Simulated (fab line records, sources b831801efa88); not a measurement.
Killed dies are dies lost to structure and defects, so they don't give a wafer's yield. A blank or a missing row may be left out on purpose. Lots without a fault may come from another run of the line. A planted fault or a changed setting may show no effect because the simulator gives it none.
Which tool did it? | flow gf180mcu | 12 lots, 36 wafers sampled, at 1 step of a route of 602

WHAT THE GAUGES READ, wafer by wafer
GF_V5_BOW_MEAS_05. Usual: V5_BOW 136 um, standard deviation 8.6.
lot  | measured     | on            | V5_BOW (um) | flag
L674 | day 26 13:59 | film_metro-03 | 138 118 140 |
L676 | day 27 07:59 | film_metro-03 | 130 141 131 |
L677 | day 27 15:31 | film_metro-03 | 148 139 135 |
L678 | day 28 00:25 | film_metro-02 | 137 142 144 |
L682 | day 29 03:38 | film_metro-02 | 148 141 145 |
L683 | day 29 10:56 | film_metro-02 | 123 126 134 |
L684 | day 29 16:37 | film_metro-02 | 138 146 135 |
L691 | day 31 16:22 | film_metro-03 | 131 124 126 |
L692 | day 31 19:29 | film_metro-02 | 136 153 139 |
L693 | day 32 09:39 | film_metro-03 | 136 138 134 |
L695 | day 32 21:28 | film_metro-04 | 137 142 150 |
L696 | day 32 22:45 | film_metro-02 | 130 136 137 |

WHICH TOOL RAN EACH LOT (tool, then ch and the chambers of the sampled wafers, then the start)
The record holds no process step before these readings.

WHAT THE TOOLS THEMSELVES READ (means of the sampled wafers that have a number; where no wafer has one, the mark that the record gives instead)
The record holds no such reading with a usual standard deviation.

THE ANSWER, worked out from the rows above alone
Rule: a lot is off if the mean of its wafers that have a number lies more than 3 standard deviations from the usual mean. A lot without any number at a reading at which 4 lots or more have one is off too. The other lots that the step has rows for count as sound. The gauges are gone through in route order, then the tools' own readings, and for those a lot's mean is taken as printed above. The first step at which some lot is off is used, and at that step the reading that is off furthest; a lot without a number counts as furthest.
No lot is off at any reading shown: from this, nothing can be told.

WHAT THE SIMULATOR HAD PUT IN
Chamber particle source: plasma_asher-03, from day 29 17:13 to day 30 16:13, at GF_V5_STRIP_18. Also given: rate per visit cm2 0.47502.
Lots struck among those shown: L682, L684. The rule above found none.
